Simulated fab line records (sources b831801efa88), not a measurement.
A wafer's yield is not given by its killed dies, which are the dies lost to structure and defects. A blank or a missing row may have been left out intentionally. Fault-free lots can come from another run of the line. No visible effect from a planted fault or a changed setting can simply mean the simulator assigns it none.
Chamber matching :: flow sky130 :: SKY_VIA1_ETCH_15 on rie_diel-01: 4 sister chambers
The step etches SiO2 in C4F8/O2/Ar, stops on TiN, target depth 351 nm, time 54 s. 8 wafers are shown with their chamber, then 12 later ones without.

== WAFERS WITH THEIR CHAMBER ==
wafer: L083.6
chamber: 1
oes_product_au (a.u.): 0.978

wafer: L084.1
chamber: 1
oes_product_au (a.u.): 0.982

wafer: L084.3
chamber: 0
oes_product_au (a.u.): 0.981

wafer: L088.3
chamber: 2
oes_product_au (a.u.): 0.984

wafer: L088.5
chamber: 3
oes_product_au (a.u.): 0.989

wafer: L089.4
chamber: 2
oes_product_au (a.u.): 0.984

wafer: L089.5
chamber: 3
oes_product_au (a.u.): 0.979

wafer: L089.6
chamber: 0
oes_product_au (a.u.): 0.982

== WAFERS WITH NO CHAMBER GIVEN ==
wafer: L090.1
oes_product_au (a.u.): 0.983

wafer: L090.2
oes_product_au (a.u.): 0.977

wafer: L090.3
oes_product_au (a.u.): 0.977

wafer: L091.4
oes_product_au (a.u.): 0.997

wafer: L091.5
oes_product_au (a.u.): 0.981

wafer: L091.6
oes_product_au (a.u.): 0.967

wafer: L094.1
oes_product_au (a.u.): 0.987

wafer: L094.4
oes_product_au (a.u.): 0.983

wafer: L094.6
oes_product_au (a.u.): 0.992

wafer: L096.3
oes_product_au (a.u.): 0.981

wafer: L096.4
oes_product_au (a.u.): 0.976

wafer: L096.5
oes_product_au (a.u.): 0.984

== WHICH CHAMBER EACH WENT THROUGH ==
wafer: L090.1
from the rows above: can't be placed: 2 or 3 or 0 or 1
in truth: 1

wafer: L090.2
from the rows above: can't be placed: 1 or 0 or 2 or 3
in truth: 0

wafer: L090.3
from the rows above: can't be placed: 1 or 0 or 2 or 3
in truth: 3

wafer: L091.4
from the rows above: can't be placed: 2 or 3 or 0 or 1
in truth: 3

wafer: L091.5
from the rows above: can't be placed: 0 or 1 or 2 or 3
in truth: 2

wafer: L091.6
from the rows above: can't be placed: 1 or 0 or 2 or 3
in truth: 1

wafer: L094.1
from the rows above: can't be placed: 2 or 3 or 0 or 1
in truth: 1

wafer: L094.4
from the rows above: can't be placed: 2 or 3 or 0 or 1
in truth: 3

wafer: L094.6
from the rows above: can't be placed: 2 or 3 or 0 or 1
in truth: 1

wafer: L096.3
from the rows above: can't be placed: 0 or 1 or 2 or 3
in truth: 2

wafer: L096.4
from the rows above: can't be placed: 1 or 0 or 2 or 3
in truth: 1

wafer: L096.5
from the rows above: can't be placed: 2 or 3 or 0 or 1
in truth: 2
Correct placement for 0 of the 12. Unplaceable from these rows: 12, with the true chamber sitting among the candidates in 12. Placed wrongly: 0.
How it was worked out, from the rows above alone: a wafer's distance from a chamber is the root of the sum, over the readings, of the square of ((its reading less the chamber's mean) divided by the reading's scatter). The wafer belongs to the nearest chamber; if the next one is less than 2 further off, it can't be placed. Each chamber's mean is taken over the wafers shown for it. How the scatter is found: for the shown wafers, subtract from each reading the mean of its chamber, square and add these, divide the total by (wafers less chambers), then take the root.
